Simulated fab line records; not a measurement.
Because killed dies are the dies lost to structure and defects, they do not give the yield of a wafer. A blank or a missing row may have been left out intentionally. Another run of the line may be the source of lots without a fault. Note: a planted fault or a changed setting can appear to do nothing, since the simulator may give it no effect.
One fault through the eyes of 2 desks || flow sky130 || each desk holds nothing but its own numbers, with what lay behind them at the end

## AT THE METROLOGY DESK
Lot by lot, what the gauges showed, no matter which tool ran the lot: averages of those sampled wafers that carry a number. The brackets show how far a lot's mean lies from the usual mean; more than 4 standard deviations puts the lot out of limits, marked OUT.
Columns: A = SD_N_OVL at SKY_SD_N_OVL_MEAS_08, usual 0.4 nm; B = SD_N_TW at SKY_SD_N_TW_MEAS_12, usual 3962; C = SD_N_RS at SKY_SD_N_RS_MEAS_16, usual 68.64 ohm/sq; D = SD_P_RS at SKY_SD_N_RS_MEAS_17, usual 147.3 ohm/sq; E = RES_XHIGH_RS at SKY_SD_N_RS_MEAS_18, usual 333.7 ohm/sq; F = LI_CONTACT_HDPCVD_THK at SKY_LI_CONTACT_THK_MEAS_01, usual 934 nm
{"lot": "L757", "first seen here": "day 28 13:55", "A": 1.5, "B": 3967, "C": 68.48, "D": 146.7, "E": 332.3, "F": 941}
{"lot": "L765", "first seen here": "day 31 09:14", "A": 1.5, "B": 3927, "C": 68.53, "D": 147.4, "E": 333.9, "F": 920}
{"lot": "L766", "first seen here": "day 31 17:07", "A": -1.7, "B": 3983, "C": 68.89, "D": 148.0, "E": 333.8, "F": 929}
{"lot": "L771", "first seen here": "day 34 08:46", "A": 1.4, "B": 3989, "C": 68.52, "D": 147.4, "E": 334.3, "F": 930}
{"lot": "L773", "first seen here": "day 34 19:58", "A": 2.7, "B": 3990, "C": 68.60, "D": 147.3, "E": 333.1, "F": 923}
{"lot": "L777", "first seen here": "day 35 06:52", "A": 1.5, "B": 3956, "C": 68.55, "D": 147.0, "E": 333.4, "F": 939}
This desk's verdict: no lot among the 6 shows anything out of limits.

## TOOL OWNER'S DESK, hdpcvd-01
The tool's own readings at SKY_LI_CONTACT_HDPCVD_00 (deposits PSG, target thk 930 nm, time 155 s): means of the sampled wafers that have a number, for each lot that ran on this tool. The brackets show how far a lot's mean lies from the usual mean; more than 4 standard deviations puts the lot out of limits, marked OUT.
Columns: A = run length s at SKY_LI_CONTACT_HDPCVD_00, usual 182.8 s; B = sih4 flow sccm at SKY_LI_CONTACT_HDPCVD_00, usual 59.99 sccm
{"lot": "L765", "first seen here": "day 31 10:23", "A": "180.1 (-5.1) OUT", "B": 60.09}
{"lot": "L766", "first seen here": "day 31 18:22", "A": 181.8, "B": 60.11}
{"lot": "L777", "first seen here": "day 35 07:58", "A": 182.8, "B": 60.03}
Finding of this desk: L765 out of limits; the first was L765 at day 31 10:23, on run length s at SKY_LI_CONTACT_HDPCVD_00. L766, L777 stayed within limits.

## PUT TOGETHER
The tool owner's desk had the chance to raise an alarm at day 31 10:23 on L765.
From the metrology desk's view, nothing was out of limits.
The metrology desk has L765 on record, within its limits.
Of the lots named, all ran SKY_LI_CONTACT_HDPCVD_00 on hdpcvd-01.

## WHAT HAD BEEN PUT IN BY THE SIMULATOR
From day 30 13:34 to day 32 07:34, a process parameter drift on hdpcvd-01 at SKY_LI_CONTACT_HDPCVD_00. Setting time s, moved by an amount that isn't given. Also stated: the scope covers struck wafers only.
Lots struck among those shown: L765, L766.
Time in hours from fault onset to the first out-of-limits reading at each desk: the tool owner's desk, 21.
